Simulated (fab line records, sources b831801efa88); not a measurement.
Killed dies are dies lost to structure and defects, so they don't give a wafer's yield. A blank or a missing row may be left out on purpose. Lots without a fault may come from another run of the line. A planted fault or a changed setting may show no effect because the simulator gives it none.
Which tool did it? | flow gf180mcu | 15 lots, 45 wafers sampled, at 4 steps of a route of 602

WHAT THE GAUGES READ, wafer by wafer
GF_HV_LDD_RS_MEAS_53: measures by four-point-probe.
lot  | measured     | on            | HV_LDD_RS (ohm/sq)
L803 | day 12 11:34 | film_metro-04 | 420.3 420.7 422.1
L804 | day 12 16:46 | film_metro-03 | 416.8 418.4 418.3
L805 | day 12 21:59 | film_metro-04 | 418.5 420.1 418.1
L806 | day 13 08:14 | film_metro-04 | 420.4 419.4 419.7
L807 | day 13 12:16 | film_metro-04 | 419.7 420.0 420.9
L808 | day 14 01:43 | film_metro-01 | 418.3 418.9 419.3
L809 | day 14 08:55 | film_metro-03 | - - -
L810 | day 14 15:38 | film_metro-03 | - - -
L811 | day 15 01:20 | film_metro-01 | - - -
L815 | day 16 11:52 | film_metro-03 | 418.8 419.8 419.0
L820 | day 18 08:52 | film_metro-04 | 419.7 420.3 420.8
L822 | day 18 19:41 | film_metro-01 | 419.3 418.9 419.4
L823 | day 19 00:13 | film_metro-01 | 417.8 418.6 419.1
L825 | day 19 19:58 | film_metro-01 | 419.1 419.2 419.1
L826 | day 20 06:01 | film_metro-01 | 419.0 418.1 418.0

GF_M1_CD_MEAS_14: target cd 230 nm.
lot  | measured     | on        | cd_nm (nm)
L803 | day 17 05:04 | cd_sem-01 | 229.1 230.4 228.4
L804 | day 17 15:37 | cd_sem-01 | 232.5 232.2 231.9
L805 | day 17 20:31 | cd_sem-02 | 229.3 228.5 230.1
L806 | day 18 07:52 | cd_sem-01 | 230.0 230.6 230.2
L807 | day 18 12:43 | cd_sem-02 | 230.3 228.1 228.4
L808 | day 19 02:49 | cd_sem-01 | 231.5 231.2 230.7
L815 | day 21 17:33 | cd_sem-01 | 230.1 231.0 230.7
L820 | day 23 14:01 | cd_sem-02 | 228.8 227.3 228.9
L822 | day 24 00:16 | cd_sem-02 | 228.5 228.6 228.7
L823 | day 24 03:52 | cd_sem-01 | 230.5 228.7 231.3
L825 | day 24 20:56 | cd_sem-01 | 230.0 230.5 230.2
L826 | day 25 06:35 | cd_sem-02 | 231.2 231.1 231.3

WHICH TOOL RAN EACH LOT (tool, then ch and the chambers of the sampled wafers, then the start)
lot  | GF_HV_LDD_RTA_52                 | GF_CONTACT_ETCH_16
L803 | rtp_anneal-02 ch 0, day 12 11:30 | rie_diel-02 ch 1,2, day 16 04:32
L804 | rtp_anneal-02 ch 0, day 12 16:42 | rie_diel-01 ch 0,1,2, day 16 15:02
L805 | rtp_anneal-02 ch 0, day 12 21:55 | rie_diel-03 ch 0,1,3, day 16 19:37
L806 | rtp_anneal-02 ch 0, day 13 08:10 | rie_diel-02 ch 0,1,3, day 17 06:50
L807 | rtp_anneal-01 ch 0, day 13 12:10 | rie_diel-03 ch 0,1, day 17 11:32
L808 | rtp_anneal-01 ch 0, day 14 01:39 | rie_diel-02 ch 1,3, day 18 01:11
L809 | rtp_anneal-02, day 14 08:50      | -
L810 | rtp_anneal-02, day 14 15:33      | -
L811 | rtp_anneal-01, day 15 01:15      | -
L815 | rtp_anneal-02 ch 0, day 16 11:47 | rie_diel-02 ch 0,1, day 20 17:07
L820 | rtp_anneal-02 ch 0, day 18 08:47 | rie_diel-03 ch 0,1,2, day 22 13:53
L822 | rtp_anneal-02 ch 0, day 18 19:36 | rie_diel-02 ch 2,3, day 22 23:56
L823 | rtp_anneal-02 ch 0, day 19 00:08 | rie_diel-03 ch 0,2, day 23 04:17
L825 | rtp_anneal-02 ch 0, day 19 19:53 | rie_diel-03 ch 0,1,3, day 23 21:50
L826 | rtp_anneal-01 ch 0, day 20 05:55 | rie_diel-03 ch 0,1,3, day 24 07:50
- GF_HV_LDD_RTA_52: time 10 s.
- GF_CONTACT_ETCH_16: etches BARC in N2/H2.

WHAT THE TOOLS THEMSELVES READ (means of the sampled wafers that have a number; where no wafer has one, the mark that the record gives instead)
GF_HV_LDD_RTA_52.
lot  | tool          | anneal_temp_c_max | chamber_o2_ppm | lamp_power_pct (%) | wafer_temp_C_max
L803 | rtp_anneal-02 | 1005.4            | 1.992          | 34.4               | 1003.6
L804 | rtp_anneal-02 | 1005.3            | 1.983          | 34.4               | 1002.7
L805 | rtp_anneal-02 | 1006.3            | 2.008          | 34.4               | 1003.3
L806 | rtp_anneal-02 | 1006.2            | 2.016          | 34.4               | 1003.6
L807 | rtp_anneal-01 | 1004.3            | 2.012          | 36.5               | 1003.9
L808 | rtp_anneal-01 | 1005.1            | 2.000          | 36.5               | 1003.6
L809 | rtp_anneal-02 | -                 | -              | -                  | -
L810 | rtp_anneal-02 | -                 | -              | -                  | -
L811 | rtp_anneal-01 | -                 | -              | -                  | -
L815 | rtp_anneal-02 | 1006.4            | 1.972          | 34.4               | 1004.1
L820 | rtp_anneal-02 | 1006.0            | 2.016          | 34.4               | 1004.7
L822 | rtp_anneal-02 | 1005.9            | 1.974          | 34.4               | 1003.5
L823 | rtp_anneal-02 | 1005.2            | 2.010          | 34.4               | 1002.6
L825 | rtp_anneal-02 | 1006.4            | 2.000          | 34.4               | 1003.5
L826 | rtp_anneal-01 | 1003.8            | 2.002          | 36.4               | 1004.1

GF_CONTACT_ETCH_16.
lot  | tool        | drypump_motor_current_A (A) | h2_flow_sccm (sccm) | oes_product_au (a.u.) | throttle_valve_pct (%)
L803 | rie_diel-02 | 5.6                         | 200.0               | 0.856                 | 13.232
L804 | rie_diel-01 | 5.7                         | 199.7               | 0.853                 | 13.231
L805 | rie_diel-03 | 5.9                         | 200.1               | 0.857                 | 13.222
L806 | rie_diel-02 | 6.0                         | 199.5               | 0.854                 | 13.227
L807 | rie_diel-03 | 6.0                         | 199.7               | 0.857                 | 13.219
L808 | rie_diel-02 | 5.7                         | 200.5               | 0.858                 | 13.225
L815 | rie_diel-02 | 6.0                         | 200.8               | 0.853                 | 13.229
L820 | rie_diel-03 | 5.7                         | 200.6               | 0.851                 | 13.221
L822 | rie_diel-02 | 5.3                         | 200.3               | 0.855                 | 13.227
L823 | rie_diel-03 | 5.9                         | 200.4               | 0.856                 | 13.225
L825 | rie_diel-03 | 5.9                         | 199.8               | 0.858                 | 13.229
L826 | rie_diel-03 | 5.9                         | 199.7               | 0.853                 | 13.225

THE ANSWER, worked out from the rows above alone
Rule: what is usual is taken from the lots themselves. Put in order of their means at a reading, lots are off if they are a third of the lots or fewer, leave a main group of 4 or more, and stand apart from it by a gap of 3 or more times the standard deviation of the main group's means; of several such gaps the widest counts. A main group whose means are all the same, to the digits that the tables above print for the reading, isn't used. A lot without any number at a reading at which 4 lots or more have one is off too. The other lots that the step has rows for count as sound. The gauges are gone through in route order, then the tools' own readings, and for those a lot's mean is taken as printed above. The first step at which some lot is off is used, and at that step the reading that is off furthest; a lot without a number counts as furthest.
Off: L809, L810, L811, at GF_HV_LDD_RS_MEAS_53 (HV_LDD_RS). Without a number there: L809, L810, L811. The main group: mean 419.3 ohm/sq, standard deviation 0.87.
A tool fits if, at a process step before that reading, it ran every lot that is off, and no sound lot after the first of them. The gauges at GF_HV_LDD_RS_MEAS_53 aren't tried: what is off there is off at GF_HV_LDD_RTA_52 too, on other tools, and a gauge's error can't cause that. None of those tried fits.

WHAT THE SIMULATOR HAD PUT IN
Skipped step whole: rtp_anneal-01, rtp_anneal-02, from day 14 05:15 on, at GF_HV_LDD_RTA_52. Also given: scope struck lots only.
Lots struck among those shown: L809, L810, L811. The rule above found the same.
